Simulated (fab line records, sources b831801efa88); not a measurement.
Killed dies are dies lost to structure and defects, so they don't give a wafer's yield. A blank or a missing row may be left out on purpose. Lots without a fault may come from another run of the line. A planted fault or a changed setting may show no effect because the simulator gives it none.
A struck lot beside a sound one | flow sfq_line | 42 steps out of a route of 325
Sound: wafers L836.1, L836.2, L836.5. Struck: wafers L845.1, L845.2, L845.5. The cause comes at the end.
At each step with rows: each side's tool, then ch and its chambers, then its first start. Under that, the readings that differ: sound wafers | struck wafers | difference of the means | sigmas: that difference in standard deviations of wafers without a fault.
alike: readings whose means differ by less than 2 such deviations, and words and numbers that are the same on both sides. not compared: withheld readings, readings that some wafer has no value for, bounds like >300 that may hide the same value, and numbers for which the record gives no deviation and whose values overlap.
The two part at a step that has a row with sigmas, a row that says differs or no value, or rows on one side only. Numbers that don't overlap but have no deviation are shown without sigmas and don't part them. A reading that every wafer of one side lacks parts them only if that side has two wafers or more.

first, 6 steps without rows for these wafers: SFQ_TRILAYER_I1_VIA_LITHO_COAT_054 (resist thk 62 nm); SFQ_TRILAYER_I1_VIA_LITHO_COAT_049 (resist thk 650 nm); SFQ_TRILAYER_I1_VIA_LITHO_SOFTBAKE_053; SFQ_TRILAYER_I1_VIA_LITHO_EXPOSE_050 (exposes mask I1, target cd 500 nm); SFQ_TRILAYER_I1_VIA_LITHO_PEB_052 (peb time 60 s); SFQ_TRILAYER_I1_VIA_LITHO_DEVELOP_051 (time 60 s).
SFQ_I1_OVL_MEAS_913:
  sound on overlay-02, day 37 04:17; struck on overlay-02, day 39 15:13
  alike: I1_OVL
SFQ_TRILAYER_I1_VIA_BARC_OPEN_VIA_ETCH_071: etches BARC in O2, target depth 125 nm, time 41.7 s.
  sound on rie_diel-04 ch 0,1, day 37 04:19; struck on rie_diel-03 ch 0,1,2, day 39 15:15
  alike: drypump_motor_current_A, oes_product_au
  not compared: rf_hours_counter_h
then, 1 step without rows for these wafers: SFQ_TRILAYER_I1_VIA_ETCH_VIA_ETCH_052 (etches SiO2 in CHF3, stops on Nb, target depth 260 nm).
SFQ_TRILAYER_I1_VIA_STRIP_STRIP_053: strips in O2.
  sound on rie_metal-02 ch 0,1, day 37 04:29; struck on rie_metal-04 ch 0,1, day 39 15:24
  alike: drypump_motor_current_A, oes_product_au
  not compared: rf_hours_counter_h
then, 2 steps without rows for these wafers: SFQ_TRILAYER_I1_VIA_STRIP_SOLV_CLEAN_054 (cleans in NMP, time 600 s); SFQ_TRILAYER_M2_DEP_PRE_CLEAN_056 (time 22.5 s).
SFQ_TRILAYER_M2_DEP_SPUTTER_055: material Nb, target thk 200 nm, time 133.3 s.
  sound on pvd_sputter-03, day 37 05:18; struck on pvd_sputter-03, day 39 16:14
  reading                                             | sound             | struck            | difference | sigmas
  model.Nb_of_TRILAYER_M2_DEP_SPUTTER_055.thk_nm (nm) | 199.5 197.6 196.7 | 144.1 142.8 143.7 | -54.4      |
  alike: throttle_valve_pct
SFQ_M2_RS_MEAS_914: measures by four-point-probe.
  sound on film_metro-02, day 37 05:23; struck on film_metro-01, day 39 16:20
  reading           | sound             | struck            | difference | sigmas
  M2_NB_RS (ohm/sq) | 0.892 0.902 0.904 | 1.244 1.253 1.243 | +0.347     | +32
then, 6 steps without rows for these wafers: SFQ_TRILAYER_M2_LITHO_COAT_062 (resist thk 62 nm); SFQ_TRILAYER_M2_LITHO_COAT_057 (resist thk 600 nm); SFQ_TRILAYER_M2_LITHO_SOFTBAKE_061; SFQ_TRILAYER_M2_LITHO_EXPOSE_058 (exposes mask M2, target cd 500 nm); SFQ_TRILAYER_M2_LITHO_PEB_060 (peb time 60 s); SFQ_TRILAYER_M2_LITHO_DEVELOP_059 (time 60 s).
-- the record jumps here: 6 days lie between the struck wafers' starts before and after --
SFQ_M2_OVL_MEAS_916:
  sound on overlay-01, day 43 22:16; struck on overlay-02, day 45 23:16
  alike: M2_OVL
then, 1 step without rows for these wafers: SFQ_TRILAYER_M2_BARC_OPEN_METAL_ETCH_077 (etches BARC in O2, target depth 125 nm, time 41.7 s).
SFQ_TRILAYER_M2_ETCH_METAL_ETCH_060: etches Nb in Cl2/Ar, stops on SiO2, target depth 240 nm, time 120 s.
  sound on rie_metal-04 ch 0,1, day 43 22:22; struck on rie_metal-01 ch 0,1, day 45 23:22
  reading               | sound             | struck            | difference | sigmas
  oes_product_au (a.u.) | 0.893 0.893 0.887 | 0.749 0.750 0.744 | -0.143     | -19
  alike: drypump_motor_current_A
  not compared: rf_hours_counter_h
SFQ_TRILAYER_M2_STRIP_STRIP_061: strips in O2.
  sound on rie_metal-04 ch 0,1, day 43 22:29; struck on rie_metal-01 ch 0,1, day 45 23:29
  alike: drypump_motor_current_A, oes_product_au
  not compared: rf_hours_counter_h
then, 1 step without rows for these wafers: SFQ_TRILAYER_M2_STRIP_SOLV_CLEAN_062 (cleans in NMP, time 600 s).
SFQ_TRILAYER_I2_DEP_PECVD_063: deposits SiO2 from SiH4/N2O, time 111.11 s, target thk 500 nm.
  sound on pecvd-02 ch 0,1,2, day 43 23:16; struck on pecvd-02 ch 0,1,2, day 46 00:17
  alike: heater_power_outer_w, heater_power_w, throttle_valve_pct
SFQ_TRILAYER_I2_CMP_CMP_064: polishes SiO2.
  sound on cmp-02 ch 1,3, day 44 01:43; struck on cmp-02 ch 0,2,3, day 46 06:06
  alike: motor_current_A, time_to_endpoint_s
SFQ_I2_BOW_MEAS_917:
  sound on film_metro-01, day 44 04:43; struck on film_metro-02, day 46 09:06
  alike: I2_BOW
then, 7 steps without rows for these wafers: SFQ_TRILAYER_I2_METRO_MEASURE_065; SFQ_TRILAYER_I2_VIA_LITHO_COAT_072 (resist thk 62 nm); SFQ_TRILAYER_I2_VIA_LITHO_COAT_067 (resist thk 650 nm); SFQ_TRILAYER_I2_VIA_LITHO_SOFTBAKE_071; SFQ_TRILAYER_I2_VIA_LITHO_EXPOSE_068 (exposes mask I2, target cd 500 nm); SFQ_TRILAYER_I2_VIA_LITHO_PEB_070 (peb time 60 s); SFQ_TRILAYER_I2_VIA_LITHO_DEVELOP_069 (time 60 s).
-- the record jumps here: 6 days lie between the struck wafers' starts before and after --
SFQ_I2_OVL_MEAS_918:
  sound on overlay-02, day 50 07:14; struck on overlay-02, day 52 09:38
  alike: I2_OVL
then, 5 steps without rows for these wafers: SFQ_TRILAYER_I2_VIA_BARC_OPEN_VIA_ETCH_096 (etches BARC in O2, target depth 125 nm, time 41.7 s); SFQ_TRILAYER_I2_VIA_ETCH_VIA_ETCH_070 (etches SiO2 in CHF3, stops on Nb, target depth 260 nm); SFQ_TRILAYER_I2_VIA_STRIP_STRIP_071 (strips in O2); SFQ_TRILAYER_I2_VIA_STRIP_SOLV_CLEAN_072 (cleans in NMP, time 600 s); SFQ_TRILAYER_M3_DEP_PRE_CLEAN_074 (time 22.5 s).
-- the record jumps here: 49 days lie between the struck wafers' starts before and after --
SFQ_M8_BOW_MEAS_951:
  sound on film_metro-02, day 95 18:41; struck on film_metro-03, day 101 02:01
  reading                 | sound                | struck            | difference | sigmas
  M8_BOW (um)             | 24 13 26             | -10 -6 8          | -24        | -2
  model.etest.m2.ohm_um   | 1.788 1.799 1.809    | 2.485 2.5 2.478   | +0.689     |
  model.etest.i1.link_ohm | 1.972 1.99 1.994     | 2.387 2.415 2.398 | +0.415     |
  model.etest.i2.link_ohm | 1.956 1.965 1.965    | 2.325 2.332 2.331 | +0.367     |
  model.etest.m2.ohm_sq   | 0.8922 0.9005 0.9048 | 1.235 1.247 1.239 | +0.341     |

WHERE THEY PART
First at SFQ_M2_RS_MEAS_914; last, within this record, at SFQ_M8_BOW_MEAS_951.

WHY: what the simulator had put in
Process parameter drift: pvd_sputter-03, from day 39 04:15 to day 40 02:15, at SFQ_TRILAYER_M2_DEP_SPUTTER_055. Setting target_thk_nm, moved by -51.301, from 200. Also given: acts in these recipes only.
